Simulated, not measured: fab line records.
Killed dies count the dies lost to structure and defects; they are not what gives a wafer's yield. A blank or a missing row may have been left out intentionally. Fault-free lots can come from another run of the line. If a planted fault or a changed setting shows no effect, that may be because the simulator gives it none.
fab line records -- flow sky130
[record] lots = 13, wafers = 39, last-day = 51
route steps=708 shown FIELD_ISO@29 VIA4@652 METAL5@666 PASSIVATION@681 PAD_OPEN@708
lots that met no fault: from a run of the same line without faults
start-h: start of the lot's first displayed wafer, in hours after the record's first day -- wait-h: how many hours have passed since the lot's step before this one -- " unchanged from the row above -- L1.1+2: several wafers, shown together as one row -- - value missing, or start not given -- * or withheld: withheld -- < > ~ a bound
route shown NAME@n: NAME is a module with steps in the file, n the number in the route of the first one -- usual: mean and standard deviation over wafers with no fault -- same: alike in all rows -- chamber/n: place in a boat -- sites: per-site readings -- _std_site: the values' standard deviation -- _edge_site: the outer-site mean with the inner-site mean subtracted -- radius-mm: how far each site lies from the wafer's centre -- mask NAME#n: copy n -- behind: the last tool/chamber to shape the wafer -- hold: reason for holding the lot/hours on hold/outcome of the hold -- device: transistor that didn't switch, given as n, p or np -- end of line: tests of these same wafers at the route's end -- a step with no rows: only its recipe -- killed: at the first sort, the dies lost to defects and structure; wafer yield is something else -- map: the dies of a wafer, with x for killed, . for not killed, _ for no die there
set.NAME: setting as actually run; set.NAME@STEP: the setting as run at that earlier step -- model.NAME: the simulator's own value behind a step, which no gauge read
one table for each step of the route and one row for each wafer, over a sample of lots
services: when a tool's chamber went out of use (start-h, in hours from the record's first day, below 0 if earlier), for how many hours, and the reason
[[steps]]
[step SKY_FIELD_ISO_WET_ETCH_28]
[recipe] chemistry = dHF, target-depth-nm = 23.7, target = SiO2, dilution = 10:1, temp-c = 25, time-s = 47
[usual] temp-c = 25.01/0.099
lot.wafer,tool,chamber,start-h,wait-h,temp-c
L527.1,wet-bench-01,0,32.29,0.1,25.10
L527.2,wet-bench-01,0,32.29,0.1,24.93
L527.4,wet-bench-01,0,32.29,0.1,25.12
L528.1,wet-bench-04,0,41.27,0.1,25.00
L528.3,wet-bench-04,0,41.27,0.1,25.02
L528.6,wet-bench-04,0,41.27,0.1,25.15
L529.3,wet-bench-01,3,55.30,0.2,25.04
L529.4,wet-bench-01,3,55.30,0.2,24.91
L529.6,wet-bench-01,3,55.30,0.2,25.14
L530.1,wet-bench-01,2,58.33,0.1,24.74
L530.4,wet-bench-01,2,58.33,0.1,24.96
L530.5,wet-bench-01,2,58.33,0.1,25.07
L531.2,wet-bench-01,1,58.33,0.1,24.96
L531.3,wet-bench-01,1,58.33,0.1,24.95
L531.5,wet-bench-01,1,58.33,0.1,24.96
L532.1,wet-bench-01,0,64.32,0.1,24.96
L532.4,wet-bench-01,0,64.32,0.1,24.76
L532.5,wet-bench-01,0,64.32,0.1,24.80
L533.1,wet-bench-01,0,77.13,0.2,25.00
L533.4,wet-bench-01,0,77.13,0.2,25.03
L533.6,wet-bench-01,0,77.13,0.2,25.00
L535.2,wet-bench-04,1,80.14,0.1,25.06
L535.3,wet-bench-04,1,80.14,0.1,25.01
L535.6,wet-bench-04,1,80.14,0.1,25.03
L536.1,wet-bench-01,1,83.82,0.1,25.09
L536.2,wet-bench-01,1,83.82,0.1,24.77
L536.6,wet-bench-01,1,83.82,0.1,25.09
L545.3,wet-bench-03,1,127.23,0.1,25.08
L545.4,wet-bench-03,1,127.23,0.1,25.03
L545.6,wet-bench-03,1,127.23,0.1,25.09
L547.1,wet-bench-03,1,139.46,0.2,25.04
L547.3,wet-bench-03,1,139.46,0.2,25.10
L547.4,wet-bench-03,1,139.46,0.2,24.94
L549.1,wet-bench-04,1,149.89,0.2,24.74
L549.3,wet-bench-04,1,149.89,0.2,24.84
L549.5,wet-bench-04,1,149.89,0.2,24.96
L550.2,wet-bench-01,1,158.15,0.1,25.09
L550.5,wet-bench-01,1,158.15,0.1,24.88
L550.6,wet-bench-01,1,158.15,0.1,25.09
[step SKY_VIA4_STRIP_13]
[recipe] chemistry = O2/N2, power-w = 1400, pressure-mtorr = 1500, platen-temp-c = withheld, o2-flow-sccm = 3000, n2-flow-sccm = 300, overash-fraction = 0.5
[usual] drypump-motor-current-A = 5.6/0.41, oes-product-au = 0.709/0.0048, strip-time-to-endpoint-s = 12.802/0.023
lot.wafer,tool,chamber,start-h,wait-h,drypump-motor-current-A,oes-product-au,rf-hours-counter-h,strip-time-to-endpoint-s
L527.1,plasma-asher-03,1,990.97,-,5.9,0.706,88,12.770
L527.2,plasma-asher-03,0,990.97,-,5.3,0.705,88,12.856
L527.4,plasma-asher-03,1,990.97,-,5.9,0.706,-,12.801
L528.1,plasma-asher-02,0,1011.97,-,5.1,0.701,54,12.762
L528.3,plasma-asher-02,1,1011.97,-,5.4,0.711,-,12.830
L528.6,plasma-asher-02,0,1011.97,-,5.1,0.716,-,12.838
L529.3,plasma-asher-03,0,1027.96,-,5.3,0.704,-,12.797
L529.4,plasma-asher-03,1,1027.96,-,5.9,0.706,-,12.816
L529.6,plasma-asher-03,0,1027.96,-,5.3,0.719,-,12.770
L531.2,plasma-asher-04,1,1028.22,-,6.2,0.707,121,12.798
L531.3,plasma-asher-04,1,1028.22,-,6.1,0.709,-,12.773
L531.5,plasma-asher-04,0,1028.22,-,6.2,0.708,-,12.799
L530.1,plasma-asher-04,0,1034.19,-,6.1,0.710,122,12.769
L530.4,plasma-asher-04,0,1034.19,-,6.1,0.708,-,12.816
L530.5,plasma-asher-04,0,1034.19,-,6.2,0.709,-,12.780
L532.1,plasma-asher-04,1,1050.96,-,6.2,0.717,123,12.818
L532.4,plasma-asher-04,1,1050.96,-,6.2,0.713,-,12.780
L532.5,plasma-asher-04,0,1050.96,-,6.1,0.713,-,12.819
L533.1,plasma-asher-03,0,1062.81,-,5.3,0.705,96,12.826
L533.4,plasma-asher-03,0,1062.81,-,5.3,0.712,-,12.791
L533.6,plasma-asher-03,0,1062.81,-,5.3,0.711,-,12.812
L535.2,plasma-asher-02,1,1064.11,-,5.3,0.709,58,12.813
L535.3,plasma-asher-02,1,1064.11,-,5.4,0.708,-,12.786
L535.6,plasma-asher-02,1,1064.11,-,5.3,0.705,-,12.824
L536.1,plasma-asher-02,1,1069.07,-,5.4,0.712,58,12.788
L536.2,plasma-asher-02,0,1069.07,-,5.1,0.712,58,12.833
L536.6,plasma-asher-02,1,1069.07,-,5.3,0.708,-,12.789
L545.3,plasma-asher-04,0,1113.62,-,6.2,0.695,-,12.802
L545.4,plasma-asher-04,1,1113.62,-,6.2,0.711,-,12.794
L545.6,plasma-asher-04,1,1113.62,-,6.1,0.717,-,12.803
L547.1,plasma-asher-03,1,1132.86,-,5.9,0.711,103,12.776
L547.3,plasma-asher-03,1,1132.86,-,5.9,0.705,-,12.816
L547.4,plasma-asher-03,0,1132.86,-,5.3,0.708,-,12.798
L549.1,plasma-asher-03,1,1136.73,-,5.9,0.712,103,12.798
L549.3,plasma-asher-03,0,1136.73,-,5.3,0.699,-,12.794
L549.5,plasma-asher-03,0,1136.73,-,5.3,0.708,-,12.818
L550.2,plasma-asher-04,1,1147.41,-,6.2,0.704,8,12.819
L550.5,plasma-asher-04,1,1147.41,-,6.1,0.709,-,12.788
L550.6,plasma-asher-04,0,1147.41,-,6.2,0.708,-,12.760
[step SKY_METAL5_RS_MEAS_05]
[recipe] thk-meas-gauge = four-point-probe, reads = TiN_of_METAL5_SPUTTER_04+Ti_of_METAL5_SPUTTER_03+AlCu_of_METAL5_SPUTTER_02+TiN_of_METAL5_SPUTTER_01+Ti_of_METAL5_SPUTTER_00
[usual] METAL5_ALCU_RS = 0.02712/0.00027
lot.wafer,tool,chamber,start-h,wait-h,METAL5_ALCU_RS[ohm/sq]
L527.1,film-metro-01,-,992.44,0.0,0.02676
L527.2,film-metro-01,-,992.44,0.0,0.02652
L527.4,film-metro-01,-,992.44,0.0,0.02632
L528.1,film-metro-01,-,1013.43,0.0,0.02749
L528.3,film-metro-01,-,1013.43,0.0,0.02754
L528.6,film-metro-01,-,1013.43,0.0,0.02749
L529.3,film-metro-04,-,1029.46,0.1,0.02712
L529.4,film-metro-04,-,1029.46,0.1,0.02706
L529.6,film-metro-04,-,1029.46,0.1,0.02717
L531.2,film-metro-02,-,1029.70,0.0,0.02737
L531.3,film-metro-02,-,1029.70,0.0,0.02707
L531.5,film-metro-02,-,1029.70,0.0,0.02723
L530.1,film-metro-04,-,1035.64,0.0,0.02674
L530.4,film-metro-04,-,1035.64,0.0,0.02714
L530.5,film-metro-04,-,1035.64,0.0,0.02696
L532.1,film-metro-01,-,1052.42,0.0,0.02695
L532.4,film-metro-01,-,1052.42,0.0,0.02705
L532.5,film-metro-01,-,1052.42,0.0,0.02708
L533.1,film-metro-01,-,1064.26,0.0,0.02736
L533.4,film-metro-01,-,1064.26,0.0,0.02739
L533.6,film-metro-01,-,1064.26,0.0,0.0276
L535.2,film-metro-01,-,1065.62,0.0,0.02722
L535.3,film-metro-01,-,1065.62,0.0,0.0272
L535.6,film-metro-01,-,1065.62,0.0,0.02732
L536.1,film-metro-01,-,1070.53,0.0,0.02725
L536.2,film-metro-01,-,1070.53,0.0,0.02733
L536.6,film-metro-01,-,1070.53,0.0,0.02717
L545.3,film-metro-04,-,1115.42,0.1,0.0272
L545.4,film-metro-04,-,1115.42,0.1,0.02735
L545.6,film-metro-04,-,1115.42,0.1,0.02721
L547.1,film-metro-01,-,1134.32,0.0,0.02683
L547.3,film-metro-01,-,1134.32,0.0,0.02665
L547.4,film-metro-01,-,1134.32,0.0,0.02679
L549.1,film-metro-04,-,1138.18,0.0,0.02742
L549.3,film-metro-04,-,1138.18,0.0,0.02722
L549.5,film-metro-04,-,1138.18,0.0,0.02734
L550.2,film-metro-01,-,1148.92,0.0,0.02739
L550.5,film-metro-01,-,1148.92,0.0,0.02722
L550.6,film-metro-01,-,1148.92,0.0,0.02729
[step SKY_PASSIVATION_CVD_00]
[recipe] material = SiO2, target-thk-nm = 90, temp-c = 400, time-s = withheld, rf-w = 600
[usual] heater-power-w = 683/160
lot.wafer,tool,chamber,start-h,wait-h,heater-power-w
L527.1,pecvd-01,0,1016.73,0.0,1011
L527.2,pecvd-01,2,1016.73,0.0,623
L527.4,pecvd-01,0,1016.73,0.0,986
L528.1,pecvd-03,0,1036.39,0.0,684
L528.3,pecvd-03,1,1036.39,0.0,674
L528.6,pecvd-03,0,1036.39,0.0,684
L529.3,pecvd-01,0,1052.20,0.0,871
L529.4,pecvd-01,2,1052.20,0.0,534
L529.6,pecvd-01,0,1052.20,0.0,891
L531.2,pecvd-03,0,1052.49,0.0,821
L531.3,pecvd-03,2,1052.49,0.0,476
L531.5,pecvd-03,1,1052.49,0.0,631
L530.1,pecvd-03,0,1057.60,0.0,806
L530.4,pecvd-03,1,1057.60,0.0,721
L530.5,pecvd-03,2,1057.60,0.0,550
L532.1,pecvd-04,0,1074.45,0.0,641
L532.4,pecvd-04,1,1074.45,0.0,656
L532.5,pecvd-04,2,1074.45,0.0,514
L533.1,pecvd-01,2,1086.04,0.0,612
L533.4,pecvd-01,1,1086.04,0.0,678
L533.6,pecvd-01,2,1086.04,0.0,584
L535.2,pecvd-04,0,1087.48,0.0,766
L535.3,pecvd-04,1,1087.48,0.0,637
L535.6,pecvd-04,1,1087.48,0.0,645
L536.1,pecvd-01,1,1093.09,0.0,591
L536.2,pecvd-01,2,1093.09,0.0,553
L536.6,pecvd-01,0,1093.09,0.0,1071
L545.3,pecvd-04,0,1136.07,0.0,702
L545.4,pecvd-04,0,1136.07,0.0,703
L545.6,pecvd-04,1,1136.07,0.0,715
L547.1,pecvd-03,0,1153.23,0.0,776
L547.3,pecvd-03,2,1153.23,0.0,510
L547.4,pecvd-03,2,1153.23,0.0,514
L549.1,pecvd-01,0,1157.23,0.0,1010
L549.3,pecvd-01,0,1157.23,0.0,997
L549.5,pecvd-01,1,1157.23,0.0,591
L550.2,pecvd-04,0,1167.98,0.0,716
L550.5,pecvd-04,2,1167.98,0.0,571
L550.6,pecvd-04,0,1167.98,0.0,731
[step SKY_PAD_OPEN_PROBE_99]
[usual] killed_at_M0_to_M3 = 44/7.4, killed_at_M4_up = 3.2/2, killed-at-contacts = 24/5.1, killed-at-front-end = 15/4.8, killed-at-other = 0.2/0.46, killed-dies = 86/10, killed-open = 47/7.5, killed-short = 39/7
[same] gross-dies = 492, killed-at-back-side = 0
lot.wafer,tool,chamber,start-h,wait-h,killed_at_M0_to_M3,killed_at_M4_up,killed-at-contacts,killed-at-front-end,killed-at-other,killed-dies,killed-open,killed-short
L532.1,prober-02,-,1117.70,0.1,46,7,22,57,0,132,40,41
L532.4,prober-02,-,1117.85,0.2,46,3,20,65,0,134,40,42
L532.5,prober-02,-,1117.90,0.2,49,8,22,63,1,143,46,45
L533.1,prober-01,-,1128.77,0.1,39,3,19,54,0,115,34,38
L533.4,prober-01,-,1128.92,0.2,37,4,28,69,0,138,43,38
L533.6,prober-01,-,1129.02,0.2,37,3,12,63,0,115,38,28
L536.1,prober-01,-,1135.73,0.1,33,3,21,82,0,139,44,36
L536.2,prober-01,-,1135.78,0.1,39,2,20,68,0,129,45,32
L536.6,prober-01,-,1135.98,0.2,38,4,19,69,0,130,42,41
L545.3,prober-01,-,1174.82,0.2,57,2,22,12,0,93,56,37
L545.4,prober-01,-,1174.87,0.2,61,5,27,19,0,112,69,43
L545.6,prober-01,-,1174.97,0.2,48,3,24,14,0,89,51,38
L547.1,prober-01,-,1190.17,0.1,37,3,21,13,0,74,45,29
L547.3,prober-01,-,1190.27,0.2,52,1,14,11,0,78,43,35
L547.4,prober-01,-,1190.32,0.2,52,2,18,12,0,84,43,41
// killed by level:class
L532.1 FIELD_ISO:unspecified=51 VIA1:geometric-particle:open=10 CONTACT:geometric-particle:open=9 VIA2:geometric-particle:open=9 LOCAL_INTERCONNECT:geometric-particle:short=7 METAL4:geometric-particle:short=7 VIA1:geometric-particle:short=6 METAL2:geometric-particle:short=5
L532.4 FIELD_ISO:unspecified=51 VIA1:geometric-particle:open=10 VIA3:geometric-particle:open=9 LOCAL_INTERCONNECT:geometric-particle:short=6 CONTACT:geometric-particle:open=6 FIELD_ISO:geometric-particle:short=5 VIA2:geometric-particle:open=5 VIA2:geometric-particle:short=5
L532.5 FIELD_ISO:unspecified=52 VIA1:geometric-particle:open=13 VIA2:geometric-particle:open=10 METAL4:geometric-particle:short=8 CONTACT:geometric-particle:open=7 METAL2:geometric-particle:short=7 METAL1:geometric-particle:short=5 VIA3:geometric-particle:open=5
L533.1 FIELD_ISO:unspecified=43 CONTACT:geometric-particle:open=9 METAL2:geometric-particle:short=9 VIA1:geometric-particle:open=6 VIA3:geometric-particle:open=6 POLY_GATE:geometric-particle:short=4 VIA1:geometric-particle:short=4 VIA2:geometric-particle:open=4
L533.4 FIELD_ISO:unspecified=57 CONTACT:geometric-particle:open=9 LI_CONTACT:geometric-particle:open=8 VIA1:geometric-particle:open=6 POLY_GATE:geometric-particle:short=5 CONTACT:geometric-particle:short=5 VIA2:geometric-particle:open=5 LOCAL_INTERCONNECT:geometric-particle:short=4
L533.6 FIELD_ISO:unspecified=49 VIA1:geometric-particle:open=10 CONTACT:geometric-particle:open=6 VIA2:geometric-particle:open=6 FIELD_ISO:geometric-particle:short=5 METAL1:geometric-particle:short=5 METAL3:geometric-particle:short=4 POLY_GATE:geometric-particle:short=3
L536.1 FIELD_ISO:unspecified=59 VIA1:geometric-particle:open=11 FIELD_ISO:geometric-particle:open=7 CONTACT:geometric-particle:open=7 FIELD_ISO:geometric-particle:short=6 CONTACT:geometric-particle:short=5 VIA2:geometric-particle:open=5 POLY_GATE:geometric-particle:open=4
L536.2 FIELD_ISO:unspecified=52 VIA1:geometric-particle:open=12 CONTACT:geometric-particle:open=9 FIELD_ISO:geometric-particle:open=7 FIELD_ISO:geometric-particle:short=7 VIA2:geometric-particle:open=6 VIA1:geometric-particle:short=6 LOCAL_INTERCONNECT:geometric-particle:short=5
L536.6 FIELD_ISO:unspecified=47 VIA1:geometric-particle:open=8 LI_CONTACT:geometric-particle:open=7 FIELD_ISO:geometric-particle:short=6 METAL1:geometric-particle:short=6 METAL2:geometric-particle:short=6 VIA2:geometric-particle:open=6 VIA1:geometric-particle:short=5
L545.3 VIA1:geometric-particle:open=14 CONTACT:geometric-particle:open=10 VIA3:geometric-particle:open=7 LI_CONTACT:geometric-particle:open=6 METAL1:geometric-particle:short=6 VIA2:geometric-particle:open=6 METAL2:geometric-particle:short=5 METAL3:geometric-particle:short=5
L545.4 VIA1:geometric-particle:open=23 CONTACT:geometric-particle:open=11 VIA2:geometric-particle:open=10 METAL2:geometric-particle:short=7 VIA3:geometric-particle:open=6 LI_CONTACT:geometric-particle:open=5 METAL4:geometric-particle:short=5 POLY_GATE:geometric-particle:open=4
L545.6 VIA1:geometric-particle:open=16 LI_CONTACT:geometric-particle:open=8 CONTACT:geometric-particle:open=8 VIA2:geometric-particle:open=7 VIA1:geometric-particle:short=7 METAL2:geometric-particle:short=4 FIELD_ISO:geometric-particle:open=3 POLY_GATE:geometric-particle:short=3
L547.1 VIA1:geometric-particle:open=11 LI_CONTACT:geometric-particle:open=7 CONTACT:geometric-particle:open=7 VIA3:geometric-particle:open=5 VIA1:geometric-particle:short=5 CONTACT:geometric-particle:short=4 FIELD_ISO:geometric-particle:open=3 METAL1:geometric-particle:short=3
L547.3 VIA1:geometric-particle:open=11 VIA3:geometric-particle:open=10 VIA1:geometric-particle:short=6 METAL1:geometric-particle:short=5 METAL3:geometric-particle:short=5 CONTACT:geometric-particle:open=5 FIELD_ISO:geometric-particle:open=4 LI_CONTACT:geometric-particle:open=4
L547.4 VIA3:geometric-particle:open=10 METAL1:geometric-particle:short=8 CONTACT:geometric-particle:open=7 VIA1:geometric-particle:short=7 VIA1:geometric-particle:open=6 VIA3:geometric-particle:short=6 LI_CONTACT:geometric-particle:open=5 VIA2:geometric-particle:open=5
[[services]]
tool,chamber,start-h,hours,kind
pecvd-01,-,58.47,0.6,repair
pecvd-01,2,101.57,2.1,repair
pecvd-01,2,104.85,12.8,repair
plasma-asher-03,-,108.75,9.0,pm
plasma-asher-03,-,109.89,1.5,repair
pecvd-01,0,120.17,27.5,repair
pecvd-01,2,170.91,5.4,repair
plasma-asher-04,-,250.25,0.4,repair
pecvd-01,1,251.27,11.5,repair
pecvd-01,-,259.67,2.8,pm
pecvd-01,0,266.43,4.9,repair
wet-bench-01,-,266.86,1.9,pm
plasma-asher-03,-,279.11,2.8,pm
pecvd-01,-,393.85,1.6,repair
pecvd-01,-,403.87,2.5,repair
plasma-asher-04,-,563.93,1.2,repair
plasma-asher-03,-,582.46,0.4,repair
pecvd-01,-,629.64,2.9,repair
pecvd-01,-,675.13,1.4,repair
wet-bench-01,-,702.69,10.2,repair
pecvd-01,-,707.34,1.9,repair
pecvd-01,-,736.40,0.4,repair
pecvd-01,-,783.16,18.0,repair
wet-bench-01,-,858.03,2.3,repair
[[key]]
[first-sign] step = SKY_PAD_OPEN_PROBE_99, reading = killed-at-front-end, direction = up, sigmas = 11, usual = 15, struck = 66
[effect] step = SKY_PAD_OPEN_PROBE_99, reading = killed-dies, direction = up, sigmas = 4.4, usual = 86, struck = 131
met-at SKY_FIELD_ISO_WET_ETCH_28
struck-lots L532,L533,L536
tester-left-out L532,L533,L536
not-acting-at SKY_VIA4_STRIP_13,SKY_METAL5_RS_MEAS_05,SKY_PASSIVATION_CVD_00
onset-between 58.33 64.32
[fault] kind = chamber-particle-source, tool = wet-bench-01, chamber = -, onset-h = 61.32, steps = SKY_FIELD_ISO_WET_ETCH_28, rate-per-visit-cm2 = 0.83743, end-h = 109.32
// tester-left-out: of these lots the tester's yield and bins aren't shown, on N5 and GAA mostly nor the transistor test; their killed dies are dies lost to structure and defects alone, not to doping, threshold or leakage, so they don't give the yield
